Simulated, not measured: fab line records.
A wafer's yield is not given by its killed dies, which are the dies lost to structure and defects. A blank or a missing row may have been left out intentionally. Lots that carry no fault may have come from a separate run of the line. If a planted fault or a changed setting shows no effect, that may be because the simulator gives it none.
A single fault, viewed from 2 desks + flow gf180mcu + each desk has only its own numbers; what lay behind them comes last

== AT THE TOOL OWNER'S DESK: implanter-04 ==
The tool's own readings at GF_VT_IMPLANT_IMPLANT_08: means of the sampled wafers that have a number, for each lot that ran on this tool. A lot is out of limits, marked OUT, if its mean lies more than 4 standard deviations from the usual mean; the brackets give that distance.
Columns: A = dose_ions_cm2 at GF_VT_IMPLANT_IMPLANT_08, usual 8.29e+12; B = end_station_pressure_torr at GF_VT_IMPLANT_IMPLANT_08, usual 5.04e-06 Torr; C = faraday_current_uA at GF_VT_IMPLANT_IMPLANT_08, usual 46.8
| lot  | first seen here | A                          | B        | C               |
|------|-----------------|----------------------------|----------|-----------------|
| L508 | day 6 02:43     | 8.29e+12                   | 4.91e-06 | 46.2            |
| L510 | day 6 12:57     | 8.28e+12                   | 4.91e-06 | 47.0            |
| L511 | day 6 20:32     | 8.29e+12                   | 4.87e-06 | 47.0            |
| L513 | day 7 11:32     | 9.64e+12 (+99 or more) OUT | 4.95e-06 | 55.9 (+10) OUT  |
| L515 | day 7 22:38     | 9.65e+12 (+99 or more) OUT | 5.30e-06 | 54.5 (+8.8) OUT |
| L524 | day 10 08:24    | 8.29e+12                   | 4.78e-06 | 46.8            |
| L525 | day 10 13:36    | 8.29e+12                   | 5.09e-06 | 46.8            |
| L527 | day 11 02:38    | 8.29e+12                   | 5.07e-06 | 47.3            |
| L528 | day 11 05:24    | 8.29e+12                   | 4.98e-06 | 46.1            |
| L529 | day 11 14:50    | 8.29e+12                   | 5.04e-06 | 46.1            |
This desk finds L513, L515 out of limits, L513 being first, at day 7 11:32 (dose_ions_cm2 at GF_VT_IMPLANT_IMPLANT_08). L508, L510, L511, L524, L525, L527, L528, L529: within limits.

== AT THE METROLOGY DESK ==
Lot by lot, what the gauges showed, no matter which tool ran the lot: averages of those sampled wafers that carry a number. A lot is out of limits, marked OUT, if its mean lies more than 4 standard deviations from the usual mean; the brackets give that distance.
Columns: A = VT_IMPLANT_TW at GF_VT_IMPLANT_TW_MEAS_10, usual 565; B = DUAL_GATE_OVL at GF_DUAL_GATE_OVL_MEAS_11, usual -0.1 nm; C = POLY_GATE_OXIDATION_THK at GF_POLY_GATE_THK_MEAS_17, usual 4.01 nm
| lot  | first seen here | A              | B    | C    |
|------|-----------------|----------------|------|------|
| L507 | day 5 18:54     | 569            | 1.5  | 4.02 |
| L508 | day 6 02:57     | 570            | -2.3 | 4.06 |
| L510 | day 6 13:10     | 567            | 0.4  | 4.03 |
| L511 | day 6 20:44     | 561            | 1.5  | 3.93 |
| L512 | day 7 01:55     | 565            | 0.6  | 3.98 |
| L513 | day 7 11:47     | 585            | -2.2 | 3.93 |
| L514 | day 7 15:20     | 568            | -0.7 | 4.05 |
| L515 | day 7 22:53     | 590 (+4.9) OUT | 0.4  | 4.07 |
| L524 | day 10 08:37    | 568            | 0.8  | 4.08 |
| L525 | day 10 13:51    | 569            | 1.5  | 4.00 |
| L527 | day 11 02:53    | 572            | -1.7 | 4.06 |
| L528 | day 11 05:38    | 557            | -1.1 | 3.99 |
| L529 | day 11 15:05    | 567            | 1.9  | 4.01 |
This desk reports L515 out of limits; the earliest was L515 at day 7 22:53 (VT_IMPLANT_TW at GF_VT_IMPLANT_TW_MEAS_10). L507, L508, L510, L511, L512, L513, L514, L524, L525, L527, L528, L529: within limits.

== ALL TOGETHER ==
An alarm could have come from the tool owner's desk at day 7 11:32, on L513, L515.
An alarm was possible from the metrology desk at day 7 22:53, on L515.
The metrology desk has L513 on record, within its limits.
Of the lots named, all ran GF_VT_IMPLANT_IMPLANT_08 on implanter-04.

== WHAT HAD BEEN PUT IN BY THE SIMULATOR ==
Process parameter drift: implanter-04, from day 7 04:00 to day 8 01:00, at GF_VT_IMPLANT_IMPLANT_08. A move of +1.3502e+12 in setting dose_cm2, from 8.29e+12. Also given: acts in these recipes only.
Shown lots that were struck: L513, L515.
Time in hours from fault onset to the first out-of-limits reading at each desk: tool owner's desk 8, metrology desk 19.
